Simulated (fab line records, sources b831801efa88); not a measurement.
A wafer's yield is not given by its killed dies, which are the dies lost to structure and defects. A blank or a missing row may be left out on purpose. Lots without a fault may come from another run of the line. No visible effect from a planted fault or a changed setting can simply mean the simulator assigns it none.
Which tool is to blame? || flow sky130 || 36 wafers from 12 lots sampled at 5 of the route's 708 steps

== WHAT EACH GAUGE READ, for each wafer ==
SKY_LDD_HVP_TW_MEAS_10. Usual: LDD_HVP_TW 460.6, standard deviation 2.4.
{"lot": "L249", "measured": "day 21 20:38", "on": "film_metro-04", "LDD_HVP_TW": "461.1 457.8 458.5", "flag": ""}
{"lot": "L250", "measured": "day 22 07:17", "on": "film_metro-01", "LDD_HVP_TW": "462.3 461.3 462.9", "flag": ""}
{"lot": "L251", "measured": "day 23 01:47", "on": "film_metro-01", "LDD_HVP_TW": "464.2 463.8 459.1", "flag": ""}
{"lot": "L252", "measured": "day 23 04:23", "on": "film_metro-01", "LDD_HVP_TW": "464.0 461.6 462.7", "flag": ""}
{"lot": "L256", "measured": "day 24 12:13", "on": "film_metro-01", "LDD_HVP_TW": "460.4 460.6 460.3", "flag": ""}
{"lot": "L259", "measured": "day 25 16:38", "on": "film_metro-02", "LDD_HVP_TW": "459.8 456.1 454.4", "flag": ""}
{"lot": "L263", "measured": "day 26 18:30", "on": "film_metro-01", "LDD_HVP_TW": "463.2 463.4 462.0", "flag": ""}
{"lot": "L268", "measured": "day 28 13:13", "on": "film_metro-02", "LDD_HVP_TW": "455.7 456.2 456.3", "flag": ""}
{"lot": "L269", "measured": "day 28 19:11", "on": "film_metro-02", "LDD_HVP_TW": "458.5 458.8 457.8", "flag": ""}
{"lot": "L270", "measured": "day 29 03:23", "on": "film_metro-04", "LDD_HVP_TW": "457.4 462.2 460.9", "flag": ""}
{"lot": "L271", "measured": "day 29 07:35", "on": "film_metro-02", "LDD_HVP_TW": "461.6 461.0 460.2", "flag": ""}
{"lot": "L272", "measured": "day 29 16:02", "on": "film_metro-02", "LDD_HVP_TW": "462.4 460.9 462.2", "flag": ""}

SKY_LDD_LDN_OVL_MEAS_07. Usual: LDD_LDN_OVL -0.7 nm, standard deviation 1.2.
{"lot": "L249", "measured": "day 23 02:45", "on": "overlay-02", "LDD_LDN_OVL (nm)": "-1.1 -0.8 -1.1", "flag": ""}
{"lot": "L250", "measured": "day 23 13:38", "on": "overlay-01", "LDD_LDN_OVL (nm)": "-0.5 1.0 1.6", "flag": ""}
{"lot": "L251", "measured": "day 24 07:39", "on": "overlay-01", "LDD_LDN_OVL (nm)": "-0.8 -1.4 -2.1", "flag": ""}
{"lot": "L252", "measured": "day 24 09:51", "on": "overlay-02", "LDD_LDN_OVL (nm)": "-2.2 -1.4 -1.5", "flag": ""}
{"lot": "L256", "measured": "day 25 16:21", "on": "overlay-01", "LDD_LDN_OVL (nm)": "-1.1 -1.2 -0.9", "flag": ""}
{"lot": "L259", "measured": "day 26 21:54", "on": "overlay-01", "LDD_LDN_OVL (nm)": "-1.8 -2.9 -2.2", "flag": ""}
{"lot": "L263", "measured": "day 27 23:06", "on": "overlay-02", "LDD_LDN_OVL (nm)": "-1.5 -1.2 -1.7", "flag": ""}
{"lot": "L268", "measured": "day 29 17:34", "on": "overlay-02", "LDD_LDN_OVL (nm)": "-1.3 0.0 0.5", "flag": ""}
{"lot": "L269", "measured": "day 29 23:12", "on": "overlay-01", "LDD_LDN_OVL (nm)": "0.9 -1.1 -0.7", "flag": ""}
{"lot": "L270", "measured": "day 30 07:30", "on": "overlay-02", "LDD_LDN_OVL (nm)": "0.1 2.3 2.5", "flag": ""}
{"lot": "L271", "measured": "day 30 11:53", "on": "overlay-02", "LDD_LDN_OVL (nm)": "-0.5 0.6 0.6", "flag": ""}
{"lot": "L272", "measured": "day 30 19:41", "on": "overlay-01", "LDD_LDN_OVL (nm)": "-0.6 -3.1 -3.5", "flag": ""}

SKY_LDD_LDN_TW_MEAS_13. Usual: LDD_LDN_TW 1488, standard deviation 10.
{"lot": "L249", "measured": "day 23 03:29", "on": "film_metro-02", "LDD_LDN_TW": "1480 1477 1484", "flag": ""}
{"lot": "L250", "measured": "day 23 14:23", "on": "film_metro-02", "LDD_LDN_TW": "1479 1472 1474", "flag": ""}
{"lot": "L251", "measured": "day 24 08:23", "on": "film_metro-01", "LDD_LDN_TW": "1493 1498 1499", "flag": ""}
{"lot": "L252", "measured": "day 24 10:35", "on": "film_metro-01", "LDD_LDN_TW": "1492 1502 1502", "flag": ""}
{"lot": "L256", "measured": "day 25 17:05", "on": "film_metro-03", "LDD_LDN_TW": "1369 1374 1373", "flag": "OFF"}
{"lot": "L259", "measured": "day 26 22:38", "on": "film_metro-02", "LDD_LDN_TW": "1385 1391 1394", "flag": "OFF"}
{"lot": "L263", "measured": "day 27 23:51", "on": "film_metro-01", "LDD_LDN_TW": "1492 1490 1498", "flag": ""}
{"lot": "L268", "measured": "day 29 18:19", "on": "film_metro-02", "LDD_LDN_TW": "1490 1496 1487", "flag": ""}
{"lot": "L269", "measured": "day 29 23:56", "on": "film_metro-01", "LDD_LDN_TW": "1487 1500 1490", "flag": ""}
{"lot": "L270", "measured": "day 30 08:14", "on": "film_metro-03", "LDD_LDN_TW": "1491 1480 1485", "flag": ""}
{"lot": "L271", "measured": "day 30 12:38", "on": "film_metro-01", "LDD_LDN_TW": "1501 1499 1497", "flag": ""}
{"lot": "L272", "measured": "day 30 20:26", "on": "film_metro-03", "LDD_LDN_TW": "1480 1487 1490", "flag": ""}

SKY_SPACER_THK_MEAS_01. Usual: SPACER_CVD_00_THK 43.1 nm, standard deviation 0.36.
{"lot": "L249", "measured": "day 23 05:58", "on": "film_metro-03", "SPACER_CVD_00_THK (nm)": "43.7 43.2 43.5", "flag": ""}
{"lot": "L250", "measured": "day 23 15:41", "on": "film_metro-03", "SPACER_CVD_00_THK (nm)": "43.0 43.2 43.5", "flag": ""}
{"lot": "L251", "measured": "day 24 09:44", "on": "film_metro-04", "SPACER_CVD_00_THK (nm)": "42.9 43.0 42.8", "flag": ""}
{"lot": "L252", "measured": "day 24 11:59", "on": "film_metro-01", "SPACER_CVD_00_THK (nm)": "43.1 43.0 43.0", "flag": ""}
{"lot": "L256", "measured": "day 25 18:25", "on": "film_metro-04", "SPACER_CVD_00_THK (nm)": "43.0 43.2 43.0", "flag": ""}
{"lot": "L259", "measured": "day 27 01:12", "on": "film_metro-04", "SPACER_CVD_00_THK (nm)": "42.9 43.4 43.2", "flag": ""}
{"lot": "L263", "measured": "day 28 01:33", "on": "film_metro-04", "SPACER_CVD_00_THK (nm)": "42.8 43.3 43.2", "flag": ""}
{"lot": "L268", "measured": "day 29 19:37", "on": "film_metro-04", "SPACER_CVD_00_THK (nm)": "43.4 43.4 43.0", "flag": ""}
{"lot": "L269", "measured": "day 30 01:15", "on": "film_metro-04", "SPACER_CVD_00_THK (nm)": "42.3 42.7 42.5", "flag": ""}
{"lot": "L270", "measured": "day 30 11:25", "on": "film_metro-03", "SPACER_CVD_00_THK (nm)": "43.2 43.0 43.1", "flag": ""}
{"lot": "L271", "measured": "day 30 15:08", "on": "film_metro-03", "SPACER_CVD_00_THK (nm)": "43.4 42.9 43.3", "flag": ""}
{"lot": "L272", "measured": "day 30 22:14", "on": "film_metro-03", "SPACER_CVD_00_THK (nm)": "43.5 43.5 43.5", "flag": ""}

== WHICH TOOL RAN EACH LOT (tool, then ch and the chambers of the sampled wafers, then the start) ==
{"lot": "L249", "SKY_LDD_LDN_IMPLANT_10": "implanter-02 ch 0, day 23 03:07"}
{"lot": "L250", "SKY_LDD_LDN_IMPLANT_10": "implanter-03 ch 0, day 23 13:59"}
{"lot": "L251", "SKY_LDD_LDN_IMPLANT_10": "implanter-01 ch 0, day 24 07:59"}
{"lot": "L252", "SKY_LDD_LDN_IMPLANT_10": "implanter-01 ch 0, day 24 10:11"}
{"lot": "L256", "SKY_LDD_LDN_IMPLANT_10": "implanter-02 ch 0, day 25 16:43"}
{"lot": "L259", "SKY_LDD_LDN_IMPLANT_10": "implanter-02 ch 0, day 26 22:14"}
{"lot": "L263", "SKY_LDD_LDN_IMPLANT_10": "implanter-01 ch 0, day 27 23:29"}
{"lot": "L268", "SKY_LDD_LDN_IMPLANT_10": "implanter-01 ch 0, day 29 17:57"}
{"lot": "L269", "SKY_LDD_LDN_IMPLANT_10": "implanter-03 ch 0, day 29 23:32"}
{"lot": "L270", "SKY_LDD_LDN_IMPLANT_10": "implanter-01 ch 0, day 30 07:51"}
{"lot": "L271", "SKY_LDD_LDN_IMPLANT_10": "implanter-03 ch 0, day 30 12:14"}
{"lot": "L272", "SKY_LDD_LDN_IMPLANT_10": "implanter-01 ch 0, day 30 20:02"}
- SKY_LDD_LDN_IMPLANT_10

== WHAT THE TOOLS THEMSELVES READ (means of the sampled wafers that have a number; where no wafer has one, the mark that the record gives instead) ==
SKY_LDD_LDN_IMPLANT_10. Usual: dose_ions_cm2 1.2498e+13, standard deviation 1.4e+10; end_station_pressure_torr 5.05e-06 Torr, standard deviation 2.4e-07; faraday_current_uA 70.5, standard deviation 1.2.
{"lot": "L249", "tool": "implanter-02", "dose_ions_cm2": 1.2500e+13, "end_station_pressure_torr (Torr)": 4.98e-06, "faraday_current_uA": 69.1, "flag": ""}
{"lot": "L250", "tool": "implanter-03", "dose_ions_cm2": 1.2505e+13, "end_station_pressure_torr (Torr)": 4.97e-06, "faraday_current_uA": 70.5, "flag": ""}
{"lot": "L251", "tool": "implanter-01", "dose_ions_cm2": 1.2498e+13, "end_station_pressure_torr (Torr)": 5.21e-06, "faraday_current_uA": 69.5, "flag": ""}
{"lot": "L252", "tool": "implanter-01", "dose_ions_cm2": 1.2500e+13, "end_station_pressure_torr (Torr)": 5.03e-06, "faraday_current_uA": 70.7, "flag": ""}
{"lot": "L256", "tool": "implanter-02", "dose_ions_cm2": 3.2623e+12, "end_station_pressure_torr (Torr)": 5.05e-06, "faraday_current_uA": 18.5, "flag": "OFF"}
{"lot": "L259", "tool": "implanter-02", "dose_ions_cm2": 3.2663e+12, "end_station_pressure_torr (Torr)": 4.87e-06, "faraday_current_uA": 18.4, "flag": "OFF"}
{"lot": "L263", "tool": "implanter-01", "dose_ions_cm2": 1.2496e+13, "end_station_pressure_torr (Torr)": 4.98e-06, "faraday_current_uA": 69.7, "flag": ""}
{"lot": "L268", "tool": "implanter-01", "dose_ions_cm2": 1.2484e+13, "end_station_pressure_torr (Torr)": 4.90e-06, "faraday_current_uA": 70.4, "flag": ""}
{"lot": "L269", "tool": "implanter-03", "dose_ions_cm2": 1.2503e+13, "end_station_pressure_torr (Torr)": 5.28e-06, "faraday_current_uA": 70.6, "flag": ""}
{"lot": "L270", "tool": "implanter-01", "dose_ions_cm2": 1.2510e+13, "end_station_pressure_torr (Torr)": 4.83e-06, "faraday_current_uA": 70.0, "flag": ""}
{"lot": "L271", "tool": "implanter-03", "dose_ions_cm2": 1.2506e+13, "end_station_pressure_torr (Torr)": 5.23e-06, "faraday_current_uA": 71.5, "flag": ""}
{"lot": "L272", "tool": "implanter-01", "dose_ions_cm2": 1.2488e+13, "end_station_pressure_torr (Torr)": 5.20e-06, "faraday_current_uA": 69.2, "flag": ""}

== THE ANSWER, worked out from the rows above alone ==
Rule: a lot is off if the mean of its wafers that have a number lies more than 3 standard deviations from the usual mean. A lot without any number at a reading at which 4 lots or more have one is off too. Where the step has rows for the other lots, those lots are counted as sound. Order of review: gauges by route order, followed by the tools' own readings, for which a lot's mean as printed above is used. The first step at which some lot is off is used, and at that step the reading that is off furthest; a lot without a number counts as furthest.
Off: at SKY_LDD_LDN_TW_MEAS_13 (LDD_LDN_TW), L256, L259.
A tool fits if, at a process step before that reading, it ran every lot that is off, and no sound lot after the first of them. The gauges at SKY_LDD_LDN_TW_MEAS_13 aren't tried: what is off there is off at SKY_LDD_LDN_IMPLANT_10 too, on other tools, and a gauge's error can't cause that. One fits: SKY_LDD_LDN_IMPLANT_10 on implanter-02. A fault onset in the window from L249 (day 23 03:07, its last sound lot) to L256 (day 25 16:43, its first lot off) fits.
The tool's own readings at SKY_LDD_LDN_IMPLANT_10 bear it out: on the lots that are off they differ by more than 5 times the standard deviation of the sound lots' means. dose_ions_cm2 reads 3.2643e+12 there against 1.2499e+13 on the sound lots; faraday_current_uA reads 18.4 there against 70.1 on the sound lots.

== WHAT THE SIMULATOR HAD PUT IN ==
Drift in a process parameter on implanter-02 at SKY_LDD_LDN_IMPLANT_10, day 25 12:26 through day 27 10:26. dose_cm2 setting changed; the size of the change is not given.
Struck lots among those shown: L256, L259. The same result came from the rule above.
